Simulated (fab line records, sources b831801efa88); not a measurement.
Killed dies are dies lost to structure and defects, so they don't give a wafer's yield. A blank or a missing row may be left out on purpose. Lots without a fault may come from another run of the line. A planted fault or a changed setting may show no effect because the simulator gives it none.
Which tool did it? | flow sky130 | 14 lots, 42 wafers sampled, at 3 steps of a route of 708

WHAT THE GAUGES READ, wafer by wafer
SKY_DNWELL_TW_MEAS_09.
lot  | measured    | on            | DNWELL_TW
L116 | day 3 05:49 | film_metro-01 | 1109 1119 1110
L117 | day 3 11:00 | film_metro-04 | 1124 1130 1126
L118 | day 3 18:12 | film_metro-03 | 1116 1111 1111
L119 | day 3 22:29 | film_metro-01 | 1102 1103 1108
L121 | day 4 09:29 | film_metro-01 | 1116 1117 1112
L123 | day 4 19:40 | film_metro-04 | 1114 1115 1119
L126 | day 5 06:55 | film_metro-04 | 1121 1128 1121
L127 | day 5 16:26 | film_metro-03 | 1125 1116 1119
L131 | day 6 14:38 | film_metro-01 | 1105 1102 1103
L133 | day 7 06:25 | film_metro-01 | 1103 1100 1103
L135 | day 7 13:05 | film_metro-01 | 1095 1097 1097
L136 | day 7 15:56 | film_metro-04 | 1122 1118 1119
L137 | day 8 13:05 | film_metro-04 | 1124 1120 1126
L139 | day 8 14:34 | film_metro-04 | 1116 1119 1107

SKY_NWELL_OVL_MEAS_10.
lot  | measured     | on         | NWELL_00_OVL (nm)
L116 | day 4 14:18  | overlay-02 | -1.0 -1.2 -0.7
L117 | day 4 21:13  | overlay-02 | -2.4 -2.7 -2.1
L118 | day 5 03:35  | overlay-01 | -2.3 -3.6 -1.5
L119 | day 5 08:12  | overlay-01 | -0.7 -2.0 -2.0
L121 | day 5 20:19  | overlay-01 | -2.4 -2.3 -1.0
L123 | day 6 07:36  | overlay-02 | 0.8 0.7 0.7
L126 | day 6 18:17  | overlay-02 | 0.9 0.1 0.0
L127 | day 7 05:18  | overlay-02 | -1.1 -0.4 -1.5
L131 | day 8 05:02  | overlay-02 | -0.6 -0.7 -2.5
L133 | day 9 00:14  | overlay-01 | 1.5 0.3 0.3
L135 | day 9 07:32  | overlay-02 | -0.3 -1.8 -1.5
L136 | day 9 09:59  | overlay-02 | 0.7 0.8 0.6
L137 | day 10 07:48 | overlay-02 | 0.1 1.6 0.7
L139 | day 10 09:20 | overlay-01 | -4.2 -1.3 -2.9

SKY_VT_ADJUST_PCH_OVL_MEAS_07.
lot  | measured     | on         | VT_ADJUST_PCH_OVL (nm)
L116 | day 10 08:10 | overlay-01 | -3.9 -1.1 0.3
L117 | day 10 17:12 | overlay-02 | 1.7 0.0 0.6
L118 | day 11 03:51 | overlay-01 | -0.2 0.2 -1.8
L119 | day 11 07:58 | overlay-02 | 1.1 -0.6 0.0
L121 | day 11 23:05 | overlay-01 | -0.7 -1.2 -0.7
L123 | day 12 13:58 | overlay-02 | -2.0 -1.9 -3.1
L126 | day 13 04:26 | overlay-02 | -0.6 -0.2 -1.6
L127 | day 13 18:42 | overlay-01 | -2.4 -3.0 -0.7
L131 | day 15 01:14 | overlay-01 | -1.8 -1.7 -1.4
L133 | day 16 01:06 | overlay-01 | -1.7 -3.3 -2.2
L135 | day 16 11:55 | overlay-02 | 3.0 0.7 2.2
L136 | day 16 12:47 | overlay-01 | -1.7 -2.5 -2.9
L137 | day 17 19:14 | overlay-02 | -0.8 -2.6 -1.8
L139 | day 17 22:52 | overlay-02 | -0.4 -0.1 0.2

WHICH TOOL RAN EACH LOT (tool, then ch and the chambers of the sampled wafers, then the start)
The record holds no process step before these readings.

WHAT THE TOOLS THEMSELVES READ (means of the sampled wafers that have a number; where no wafer has one, the mark that the record gives instead)
The record holds no such reading with a usual standard deviation.

THE ANSWER, worked out from the rows above alone
Rule: what is usual is taken from the lots themselves. Put in order of their means at a reading, lots are off if they are a third of the lots or fewer, leave a main group of 4 or more, and stand apart from it by a gap of 3 or more times the standard deviation of the main group's means; of several such gaps the widest counts. A main group whose means are all the same, to the digits that the tables above print for the reading, isn't used. A lot without any number at a reading at which 4 lots or more have one is off too. The other lots that the step has rows for count as sound. The gauges are gone through in route order, then the tools' own readings, and for those a lot's mean is taken as printed above. The first step at which some lot is off is used, and at that step the reading that is off furthest; a lot without a number counts as furthest.
No lot is off at any reading shown: from this, nothing can be told.

WHAT THE SIMULATOR HAD PUT IN
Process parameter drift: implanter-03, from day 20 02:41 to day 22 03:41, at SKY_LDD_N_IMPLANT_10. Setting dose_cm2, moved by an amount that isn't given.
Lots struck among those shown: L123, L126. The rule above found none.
